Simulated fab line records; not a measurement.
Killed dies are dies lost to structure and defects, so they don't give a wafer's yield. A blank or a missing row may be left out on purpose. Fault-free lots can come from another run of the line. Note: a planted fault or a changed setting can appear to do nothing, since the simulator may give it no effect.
Matching of chambers || flow sky130 || rieDiel-01 running SKY_LI_CONTACT_ETCH_14: 4 sister chambers
The step etches BARC in N2/H2, stops on SiO2, time 45.9 s, target depth 60 nm. 7 wafers are shown with their chamber, then 7 later ones without.

WAFERS WITH THEIR CHAMBER
{"wafer": "L076.6", "chamber": 2, "drypumpMotorCurrentA (A)": 5.4, "throttleValvePct (%)": 13.232}
{"wafer": "L080.5", "chamber": 1, "drypumpMotorCurrentA (A)": 5.7, "throttleValvePct (%)": 13.230}
{"wafer": "L081.1", "chamber": 2, "drypumpMotorCurrentA (A)": 5.4, "throttleValvePct (%)": 13.242}
{"wafer": "L081.2", "chamber": 1, "drypumpMotorCurrentA (A)": 5.8, "throttleValvePct (%)": 13.215}
{"wafer": "L081.3", "chamber": 3, "drypumpMotorCurrentA (A)": 5.8, "throttleValvePct (%)": 13.224}
{"wafer": "L083.1", "chamber": 0, "drypumpMotorCurrentA (A)": 6.2, "throttleValvePct (%)": 13.236}
{"wafer": "L083.4", "chamber": 3, "drypumpMotorCurrentA (A)": 5.9, "throttleValvePct (%)": 13.211}

WAFERS WHOSE CHAMBER IS MISSING
{"wafer": "L083.6", "drypumpMotorCurrentA (A)": 5.7, "throttleValvePct (%)": 13.211}
{"wafer": "L085.2", "drypumpMotorCurrentA (A)": 5.4, "throttleValvePct (%)": 13.223}
{"wafer": "L085.3", "drypumpMotorCurrentA (A)": 5.8, "throttleValvePct (%)": 13.216}
{"wafer": "L085.4", "drypumpMotorCurrentA (A)": 5.4, "throttleValvePct (%)": 13.222}
{"wafer": "L089.2", "drypumpMotorCurrentA (A)": 5.8, "throttleValvePct (%)": 13.201}
{"wafer": "L089.5", "drypumpMotorCurrentA (A)": 5.8, "throttleValvePct (%)": 13.226}
{"wafer": "L089.6", "drypumpMotorCurrentA (A)": 5.4, "throttleValvePct (%)": 13.228}

CHAMBER TAKEN BY EACH
{"wafer": "L083.6", "from the rows above": "can't be placed: 1 or 3", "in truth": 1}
{"wafer": "L085.2", "from the rows above": 2, "in truth": 2}
{"wafer": "L085.3", "from the rows above": "can't be placed: 3 or 1", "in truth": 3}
{"wafer": "L085.4", "from the rows above": 2, "in truth": 2}
{"wafer": "L089.2", "from the rows above": "can't be placed: 3 or 1", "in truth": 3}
{"wafer": "L089.5", "from the rows above": "can't be placed: 1 or 3", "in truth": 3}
{"wafer": "L089.6", "from the rows above": 2, "in truth": 2}
Correct placement for 3 of the 7. From these rows, 4 cannot be placed; in 4 the true chamber is one of the candidates. 0 placed wrongly.
How it was worked out, from the rows above alone: a wafer's distance from a chamber is the root of the sum, over the readings, of the square of ((its reading less the chamber's mean) divided by the reading's scatter). The wafer belongs to the nearest chamber; if the next one is less than 2 further off, it can't be placed. A chamber's mean is the mean of its shown wafers. The scatter is the square root of a quotient: the sum, over the shown wafers, of each reading's squared deviation from its chamber's mean, divided by wafers minus chambers.
